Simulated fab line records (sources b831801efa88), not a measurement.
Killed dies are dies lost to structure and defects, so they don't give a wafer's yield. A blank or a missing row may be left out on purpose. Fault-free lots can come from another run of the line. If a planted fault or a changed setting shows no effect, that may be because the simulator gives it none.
fab line records	flow sky130
record lots=6	wafers=18	last_day=50
route steps=708 shown LDD_HVN@274 LDD_HVP@278 LDD_LDN@289 PAD_OPEN@708
lots untouched by any fault: they come from a run of this same line in which no faults occurred
start_h: hours from the record's first day to the start of the lot's first wafer shown	wait_h: hours since the lot's step before	" repeats the value in the row above	L1.1+2: one row covering several wafers at once	- no value, or no start was given	* or withheld: withheld	< > ~ a bound
route shown NAME@n: names a module that has steps shown in the file, with the first one's number in the route	usual: mean and standard deviation over wafers with no fault	same: alike in all rows	chamber/n: place in a boat	sites: each site's reading	_std_site: their standard deviation	_edge_site: outer sites' mean less inner sites'	radius_mm: how far each site lies from the wafer's centre	mask NAME#n: copy n	behind: the most recent tool/chamber to have shaped the wafer	hold: reason for holding the lot/hours on hold/outcome of the hold	device: the n, p or np transistor that did not switch	end of line: the same wafers' tests at the end of the route	step lacking rows: just its recipe	killed: dies that structure and defects cost at the first sort, which is not the same as the wafer's yield	map: the dies of a wafer, with x for killed, . for not killed, _ for no die there
set.NAME: the setting as run; set.NAME@STEP: as run at that earlier step	model.NAME: the simulator's own value behind a step, which no gauge read
lots at some steps of the route; a table a step, a row a wafer
services: when a tool's chamber went out of use (start_h, in hours from the record's first day, below 0 if earlier), for how many hours, and the reason
## steps
# step SKY_LDD_HVN_OVL_MEAS_07
# usual LDD_HVN_OVL=1.4/1.1
lot.wafer	tool	chamber	start_h	wait_h	LDD_HVN_OVL[nm]
L708.1	overlay-02	-	506.77	0.1	2.5
L708.2	"	-	"	"	1.2
L708.6	"	-	"	"	1.0
L714.2	overlay-02	-	518.40	0.1	3.2
L714.4	"	-	"	"	2.2
L714.5	"	-	"	"	2.7
L717.1	overlay-01	-	554.94	0.1	0.1
L717.2	"	-	"	"	1.0
L717.5	"	-	"	"	1.3
L718.1	overlay-02	-	555.12	0.1	-0.6
L718.3	"	-	"	"	1.0
L718.5	"	-	"	"	1.7
L728.1	overlay-02	-	643.79	0.1	-0.6
L728.4	"	-	"	"	-0.1
L728.5	"	-	"	"	-0.4
L731.3	overlay-02	-	667.83	0.1	2.3
L731.4	"	-	"	"	2.3
L731.5	"	-	"	"	0.0
# step SKY_LDD_HVN_IMPLANT_08
# recipe species=P	energy_kev=60	dose_cm2=3.041e+13	tilt_deg=40
# step SKY_LDD_HVN_STRIP_09
# recipe chemistry=O2/N2	power_w=1400	pressure_mtorr=1500	platen_temp_c=withheld	o2_flow_sccm=3000	n2_flow_sccm=300	overash_fraction=0.5
# usual drypump_motor_current_A=5.5/0.38	oes_product_au=0.409/0.0042	strip_time_to_endpoint_s=4.139/0.014
lot.wafer	tool	chamber	start_h	wait_h	drypump_motor_current_A	oes_product_au	rf_hours_counter_h	strip_time_to_endpoint_s
L708.1	plasma_asher-04	1	506.95	0.1	5.1	0.414	35	4.147
L708.2	"	0	"	"	5.7	0.407	35	4.147
L708.6	"	0	"	"	5.7	0.410	-	4.170
L714.2	plasma_asher-01	1	518.58	0.1	5.8	0.411	8	4.146
L714.4	"	1	"	"	5.8	0.411	-	4.153
L714.5	"	1	"	"	5.8	0.403	-	4.145
L717.1	plasma_asher-04	1	555.13	0.1	5.0	0.410	40	4.166
L717.2	"	0	"	"	5.7	0.410	40	4.166
L717.5	"	1	"	"	5.1	0.402	-	4.154
L718.1	plasma_asher-02	1	555.30	0.1	5.4	0.406	75	4.121
L718.3	"	0	"	"	6.0	0.408	-	4.148
L718.5	"	0	"	"	6.0	0.410	-	4.124
L728.1	plasma_asher-04	0	643.98	0.1	5.7	0.412	48	4.125
L728.4	"	1	"	"	5.0	0.409	-	4.142
L728.5	"	1	"	"	5.1	0.413	-	4.139
L731.3	plasma_asher-04	0	668.04	0.1	5.7	0.414	-	4.155
L731.4	"	1	"	"	5.0	0.414	-	4.157
L731.5	"	0	"	"	5.7	0.408	-	4.133
# step SKY_LDD_HVN_TW_MEAS_10
# usual LDD_HVN_TW=1439/25
lot.wafer	tool	chamber	start_h	wait_h	LDD_HVN_TW
L708.1	film_metro-04	-	507.05	0.1	1470
L708.2	"	-	"	"	1469
L708.6	"	-	"	"	1471
L714.2	film_metro-01	-	518.69	0.1	1403
L714.4	"	-	"	"	1403
L714.5	"	-	"	"	1402
L717.1	film_metro-02	-	555.23	0.1	1437
L717.2	"	-	"	"	1441
L717.5	"	-	"	"	1439
L718.1	film_metro-04	-	555.40	0.1	1471
L718.3	"	-	"	"	1474
L718.5	"	-	"	"	1476
L728.1	film_metro-01	-	644.08	0.1	1404
L728.4	"	-	"	"	1416
L728.5	"	-	"	"	1405
L731.3	film_metro-02	-	668.12	0.1	1432
L731.4	"	-	"	"	1445
L731.5	"	-	"	"	1441
# step SKY_LDD_HVP_DEHYDRATE_00
# recipe temp_c=200	time_s=60
# step SKY_LDD_HVP_HMDS_01
# recipe prime_time_s=60	prime_temp_c=120
# step SKY_LDD_HVP_COAT_02
# recipe resist=NOVOLAK	spin_rpm=3000	resist_thk_nm=300
# step SKY_LDD_HVP_SOFTBAKE_03
# recipe temp_c=90	time_s=60	resist=NOVOLAK
# step SKY_LDD_HVP_EXPOSE_04
# recipe mask_id=HVPTM	na=0.6	source_shape=conventional	sigma_outer=0.6	polarization=unpolarized	target_cd_nm=700	dose_mj=86
# step SKY_LDD_HVP_PEB_05
# recipe temp_c=withheld	time_s=*	resist=NOVOLAK
# step SKY_LDD_HVP_DEVELOP_06
# recipe resist=NOVOLAK	developer=TMAH	develop_time_s=60	dev_temp_c=23
# step SKY_LDD_HVP_OVL_MEAS_07
# usual LDD_HVP_OVL=-0.5/1.4
lot.wafer	tool	chamber	start_h	wait_h	LDD_HVP_OVL[nm]
L708.1	overlay-01	-	537.15	0.1	0.0
L708.2	"	-	"	"	-0.3
L708.6	"	-	"	"	0.3
L714.2	overlay-02	-	548.26	0.1	-0.1
L714.4	"	-	"	"	-0.6
L714.5	"	-	"	"	0.5
L717.1	overlay-01	-	584.65	0.1	-0.3
L717.2	"	-	"	"	0.9
L717.5	"	-	"	"	0.5
L718.1	overlay-01	-	584.97	0.1	2.3
L718.3	"	-	"	"	3.3
L718.5	"	-	"	"	2.3
L728.1	overlay-02	-	672.05	0.1	1.5
L728.4	"	-	"	"	0.5
L728.5	"	-	"	"	-1.0
L731.3	overlay-01	-	696.32	0.1	-2.0
L731.4	"	-	"	"	0.1
L731.5	"	-	"	"	-0.8
# step SKY_LDD_HVP_IMPLANT_08
# recipe species=B	energy_kev=20	dose_cm2=1.7e+13	tilt_deg=17.9
# usual dose_ions_cm2=1.6998e+13/1.7e+10	faraday_current_uA=96.1/1.9
# same implant_ion_amu=11
lot.wafer	tool	chamber	start_h	wait_h	dose_ions_cm2	faraday_current_uA
L708.1	implanter-03	0	537.19	0.0	1.7007e+13	95.7
L708.2	"	0	"	"	1.6995e+13	95.7
L708.6	"	0	"	"	1.7012e+13	95.9
L714.2	implanter-02	0	548.32	0.0	1.7e+13	96.6
L714.4	"	0	"	"	1.7003e+13	95.6
L714.5	"	0	"	"	1.7007e+13	97.1
L717.1	implanter-03	0	584.70	0.0	1.2133e+13	68.9
L717.2	"	0	"	"	1.2154e+13	71.3
L717.5	"	0	"	"	1.2178e+13	67.3
L718.1	implanter-03	0	585.00	0.0	1.2156e+13	68.9
L718.3	"	0	"	"	1.2148e+13	68.2
L718.5	"	0	"	"	1.2137e+13	69.6
L728.1	implanter-02	0	672.09	0.0	1.7015e+13	97.4
L728.4	"	0	"	"	1.7006e+13	96.3
L728.5	"	0	"	"	1.6993e+13	96.0
L731.3	implanter-01	0	696.39	0.1	1.6997e+13	98.6
L731.4	"	0	"	"	1.6969e+13	97.3
L731.5	"	0	"	"	1.6972e+13	93.9
# step SKY_LDD_HVP_STRIP_09
# recipe chemistry=O2/N2	power_w=1400	pressure_mtorr=1500	platen_temp_c=withheld	o2_flow_sccm=3000	n2_flow_sccm=300	overash_fraction=0.5
# usual drypump_motor_current_A=5.5/0.4	oes_product_au=0.409/0.0046	strip_time_to_endpoint_s=4.136/0.014
lot.wafer	tool	chamber	start_h	wait_h	drypump_motor_current_A	oes_product_au	rf_hours_counter_h	strip_time_to_endpoint_s
L708.1	plasma_asher-04	1	537.34	0.1	5.0	0.412	38	4.133
L708.2	"	0	"	"	5.7	0.408	38	4.123
L708.6	"	0	"	"	5.7	0.405	-	4.133
L714.2	plasma_asher-04	1	548.44	0.1	5.1	0.406	39	4.137
L714.4	"	0	"	"	5.7	0.405	-	4.156
L714.5	"	1	"	"	5.1	0.414	-	4.145
L717.1	plasma_asher-02	1	585.00	0.2	5.4	0.410	78	4.130
L717.2	"	0	"	"	6.0	0.417	78	4.135
L717.5	"	0	"	"	6.0	0.411	-	4.129
L718.1	plasma_asher-04	0	585.30	0.2	5.7	0.411	43	4.103
L718.3	"	1	"	"	5.1	0.413	-	4.125
L718.5	"	0	"	"	5.7	0.408	-	4.113
L728.1	plasma_asher-03	1	672.24	0.1	5.0	0.408	102	4.141
L728.4	"	0	"	"	6.0	0.420	-	4.153
L728.5	"	0	"	"	6.0	0.412	-	4.154
L731.3	plasma_asher-02	0	696.53	0.1	6.0	0.402	-	4.114
L731.4	"	1	"	"	5.4	0.404	-	4.134
L731.5	"	1	"	"	5.4	0.405	-	4.126
# step SKY_LDD_HVP_TW_MEAS_10
# usual LDD_HVP_TW=456/8.3
lot.wafer	tool	chamber	start_h	wait_h	LDD_HVP_TW
L708.1	film_metro-01	-	537.44	0.1	449
L708.2	"	-	"	"	448
L708.6	"	-	"	"	450
L714.2	film_metro-01	-	548.55	0.1	449
L714.4	"	-	"	"	447
L714.5	"	-	"	"	448
L717.1	film_metro-01	-	585.10	0.1	404
L717.2	"	-	"	"	403
L717.5	"	-	"	"	403
L718.1	film_metro-01	-	585.40	0.1	405
L718.3	"	-	"	"	402
L718.5	"	-	"	"	405
L728.1	film_metro-01	-	672.34	0.1	446
L728.4	"	-	"	"	445
L728.5	"	-	"	"	443
L731.3	film_metro-03	-	696.61	0.1	457
L731.4	"	-	"	"	458
L731.5	"	-	"	"	459
# step SKY_LDD_LDN_DEHYDRATE_00
# recipe temp_c=200	time_s=60
# step SKY_PAD_OPEN_PROBE_99
# usual killed_at_M0_to_M3=45/7.5	killed_at_M4_up=2.8/1.9	killed_at_contacts=25/5.5	killed_at_front_end=14/4	killed_at_other=0.3/0.75	killed_dies=87/9.4	killed_on_rim=17/3.8	killed_open=47/6.6	killed_short=39/6.6
# same gross_dies=492	killed_at_back_side=0
lot.wafer	tool	chamber	start_h	wait_h	killed_at_M0_to_M3	killed_at_M4_up	killed_at_contacts	killed_at_front_end	killed_at_other	killed_dies	killed_on_rim	killed_open	killed_short	model.etest.tip_p_5v.rs_ohm_sq	model.etest.pfet_g5v0d10v5.r_on_ohm_um	model.etest.tip_p_5v.rs_ohm_sq_range	model.etest.pfet_g5v0d10v5.drive_ua_um
L708.1	prober-02	-	1106.70	0.1	43	2	26	11	0	82	19	48	34	2836	4758	55.66	343.1
L708.2	prober-02	-	1106.75	0.1	41	3	26	5	0	75	14	37	38	2866	4874	44.95	334.2
L708.6	prober-02	-	1106.95	0.2	48	0	23	15	0	86	18	52	34	2860	4800	98.22	336.5
L714.2	prober-02	-	1115.11	0.1	36	1	35	23	1	96	14	58	38	2849	4724	60.34	345.2
L714.4	prober-02	-	1115.21	0.2	51	6	31	12	0	100	18	53	47	2830	4689	103.6	345.3
L714.5	prober-02	-	1115.26	0.2	32	2	31	20	1	86	15	42	44	2819	4820	60.57	339.1
L718.1	prober-01	-	1138.62	0.1	44	2	24	18	0	88	17	46	42	3656	5014	152.6	328.1
L718.3	prober-01	-	1138.72	0.2	49	1	21	17	0	88	21	50	38	3634	4862	128	333.7
L718.5	prober-01	-	1138.82	0.2	61	1	26	23	1	112	24	66	46	3641	4978	141.9	326.2
L717.1	prober-02	-	1139.63	0.1	41	4	18	13	0	76	14	45	31	3673	4899	76.61	329.9
L717.2	prober-02	-	1139.68	0.1	38	5	21	19	0	83	18	48	35	3633	4841	59.29	338.7
L717.5	prober-02	-	1139.83	0.2	34	2	24	22	0	82	14	46	36	3683	4811	71.72	344.2
L728.1	prober-02	-	1196.17	0.1	46	2	29	16	0	93	17	41	52	2871	4802	83.57	334.5
L728.4	prober-02	-	1196.32	0.2	48	0	28	12	0	88	15	57	31	2883	4742	45.39	343.6
L728.5	prober-02	-	1196.37	0.2	43	4	31	12	1	91	16	46	45	2886	4932	71.85	330.9
L731.3	prober-02	-	1207.61	0.2	31	1	32	10	0	74	18	40	34	2843	4834	69.83	334.5
L731.4	prober-02	-	1207.66	0.2	44	4	27	20	1	96	23	47	49	2852	4822	65.07	329.1
L731.5	prober-02	-	1207.71	0.2	46	3	22	20	1	92	17	49	43	2838	4830	52.88	331.1
# killed by level:class
L708.1 CONTACT:geometric_particle:open=10 VIA1:geometric_particle:open=10 VIA3:geometric_particle:open=8 LI_CONTACT:geometric_particle:open=7 CONTACT:geometric_particle:short=5 VIA2:geometric_particle:open=5 VIA3:geometric_particle:short=5 METAL1:geometric_particle:short=4
L708.2 CONTACT:geometric_particle:open=10 VIA1:geometric_particle:open=6 METAL3:geometric_particle:short=6 LI_CONTACT:geometric_particle:open=5 LOCAL_INTERCONNECT:geometric_particle:short=4 CONTACT:geometric_particle:short=4 METAL1:geometric_particle:short=4 METAL2:geometric_particle:short=4
L708.6 VIA1:geometric_particle:open=19 CONTACT:geometric_particle:open=7 VIA3:geometric_particle:open=6 CONTACT:geometric_particle:short=6 METAL2:geometric_particle:short=6 FIELD_ISO:geometric_particle:open=5 LI_CONTACT:geometric_particle:open=5 METAL3:geometric_particle:short=4
L714.2 CONTACT:geometric_particle:open=13 POLY_GATE:geometric_particle:open=10 VIA1:geometric_particle:open=8 FIELD_ISO:geometric_particle:open=6 LI_CONTACT:geometric_particle:open=6 VIA1:geometric_particle:short=6 LI_CONTACT:geometric_particle:short=5 CONTACT:geometric_particle:short=5
L714.4 CONTACT:geometric_particle:open=12 VIA1:geometric_particle:open=12 VIA1:geometric_particle:short=10 CONTACT:geometric_particle:short=9 VIA3:geometric_particle:open=8 METAL1:geometric_particle:short=6 FIELD_ISO:geometric_particle:short=5 POLY_GATE:geometric_particle:open=4
L714.5 CONTACT:geometric_particle:short=8 CONTACT:geometric_particle:open=7 METAL1:geometric_particle:short=6 LI_CONTACT:geometric_particle:open=6 VIA1:geometric_particle:open=6 LOCAL_INTERCONNECT:geometric_particle:short=6 FIELD_ISO:geometric_particle:open=5 POLY_GATE:geometric_particle:open=5
L718.1 LI_CONTACT:geometric_particle:open=9 VIA1:geometric_particle:open=8 VIA3:geometric_particle:open=7 LOCAL_INTERCONNECT:geometric_particle:short=6 METAL1:geometric_particle:short=5 CONTACT:geometric_particle:open=5 FIELD_ISO:geometric_particle:short=4 SPACER:geometric_particle:open=4
L718.3 VIA1:geometric_particle:open=10 METAL1:geometric_particle:short=8 CONTACT:geometric_particle:open=8 VIA3:geometric_particle:open=8 FIELD_ISO:geometric_particle:open=6 CONTACT:geometric_particle:short=6 VIA2:geometric_particle:open=6 METAL2:geometric_particle:short=5
L718.5 VIA1:geometric_particle:open=17 FIELD_ISO:geometric_particle:open=10 CONTACT:geometric_particle:open=9 LI_CONTACT:geometric_particle:open=8 METAL1:geometric_particle:short=7 METAL2:geometric_particle:short=7 VIA3:geometric_particle:open=7 CONTACT:geometric_particle:short=5
L717.1 VIA1:geometric_particle:open=11 CONTACT:geometric_particle:open=7 LI_CONTACT:geometric_particle:open=6 VIA1:geometric_particle:short=6 VIA3:geometric_particle:open=6 FIELD_ISO:geometric_particle:open=4 VIA2:geometric_particle:short=4 FIELD_ISO:geometric_particle:short=3
L717.2 VIA3:geometric_particle:open=12 VIA1:geometric_particle:open=8 CONTACT:geometric_particle:open=7 LI_CONTACT:geometric_particle:open=6 FIELD_ISO:geometric_particle:short=5 CONTACT:geometric_particle:short=5 FIELD_ISO:geometric_particle:open=4 METAL1:geometric_particle:short=4
L717.5 CONTACT:geometric_particle:open=12 VIA1:geometric_particle:open=8 FIELD_ISO:geometric_particle:open=7 POLY_GATE:geometric_particle:short=6 VIA2:geometric_particle:open=6 METAL1:geometric_particle:short=5 POLY_GATE:geometric_particle:open=4 LOCAL_INTERCONNECT:geometric_particle:short=4
L728.1 CONTACT:geometric_particle:open=13 METAL2:geometric_particle:short=9 VIA1:geometric_particle:open=7 VIA2:geometric_particle:short=7 CONTACT:geometric_particle:short=6 POLY_GATE:geometric_particle:short=5 VIA3:geometric_particle:open=5 POLY_GATE:geometric_particle:open=4
L728.4 CONTACT:geometric_particle:open=15 VIA1:geometric_particle:open=11 VIA3:geometric_particle:open=10 METAL1:geometric_particle:short=8 LI_CONTACT:geometric_particle:open=6 VIA2:geometric_particle:open=6 VIA1:geometric_particle:short=4 POLY_GATE:geometric_particle:open=3
L728.5 CONTACT:geometric_particle:open=12 VIA1:geometric_particle:open=8 VIA3:geometric_particle:open=8 LI_CONTACT:geometric_particle:open=7 VIA1:geometric_particle:short=7 LOCAL_INTERCONNECT:geometric_particle:short=5 VIA2:geometric_particle:short=5 POLY_GATE:geometric_particle:short=4
L731.3 CONTACT:geometric_particle:open=11 LI_CONTACT:geometric_particle:open=10 LOCAL_INTERCONNECT:geometric_particle:short=6 VIA1:geometric_particle:open=6 VIA1:geometric_particle:short=5 METAL1:geometric_particle:short=4 VIA2:geometric_particle:open=4 VIA3:geometric_particle:open=4
L731.4 CONTACT:geometric_particle:open=10 VIA1:geometric_particle:open=9 VIA3:geometric_particle:open=9 CONTACT:geometric_particle:short=7 FIELD_ISO:geometric_particle:short=6 POLY_GATE:geometric_particle:open=6 METAL1:geometric_particle:short=6 VIA1:geometric_particle:short=5
L731.5 VIA1:geometric_particle:open=18 LOCAL_INTERCONNECT:geometric_particle:short=7 METAL1:geometric_particle:short=6 POLY_GATE:geometric_particle:open=5 CONTACT:geometric_particle:open=5 FIELD_ISO:geometric_particle:short=4 FIELD_ISO:geometric_particle:open=4 LI_CONTACT:geometric_particle:short=4
## services
tool	chamber	start_h	hours	kind
implanter-03	-	486.54	1.1	repair
implanter-03	-	517.99	2.2	repair
plasma_asher-01	-	557.41	2.3	repair
implanter-03	-	567.18	0.6	repair
plasma_asher-03	-	568.71	1.1	repair
plasma_asher-03	-	570.49	1.9	repair
implanter-02	-	583.74	2.8	repair
implanter-01	-	611.05	1.2	repair
plasma_asher-04	-	617.57	4.3	repair
plasma_asher-01	-	641.11	6.0	repair
implanter-02	-	651.86	2.2	repair
plasma_asher-03	-	681.42	1.1	repair
plasma_asher-01	-	686.55	2.7	repair
plasma_asher-01	-	693.12	0.7	repair
## key
first_sign step=SKY_LDD_HVP_IMPLANT_08	reading=dose_ions_cm2	direction=down	sigmas=99+	usual=*	struck=*
effect step=SKY_LDD_HVP_IMPLANT_08	reading=faraday_current_uA	direction=down	sigmas=14	usual=96.1	struck=69.0
effect step=SKY_LDD_HVP_TW_MEAS_10	reading=LDD_HVP_TW	direction=down	sigmas=6.4	usual=456	struck=404
model_effect step=SKY_PAD_OPEN_PROBE_99	value=etest.tip_p_5v.rs_ohm_sq	without=2854	struck=3653
met_at SKY_LDD_HVP_IMPLANT_08
struck_wafers L717.1,L717.2,L717.5,L718.1,L718.3,L718.5
tester_left_out L717,L718
fault kind=process_parameter_drift	tool=implanter-03	chamber=-	onset_h=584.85	steps=SKY_LDD_HVP_IMPLANT_08	channel=dose_cm2	offset=*	shape=step	end_h=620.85	acts_in=*	stated=*
# tester_left_out: of these lots the tester's yield and bins aren't shown, on N5 and GAA mostly nor the transistor test; their killed dies are dies lost to structure and defects alone, not to doping, threshold or leakage, so they don't give the yield
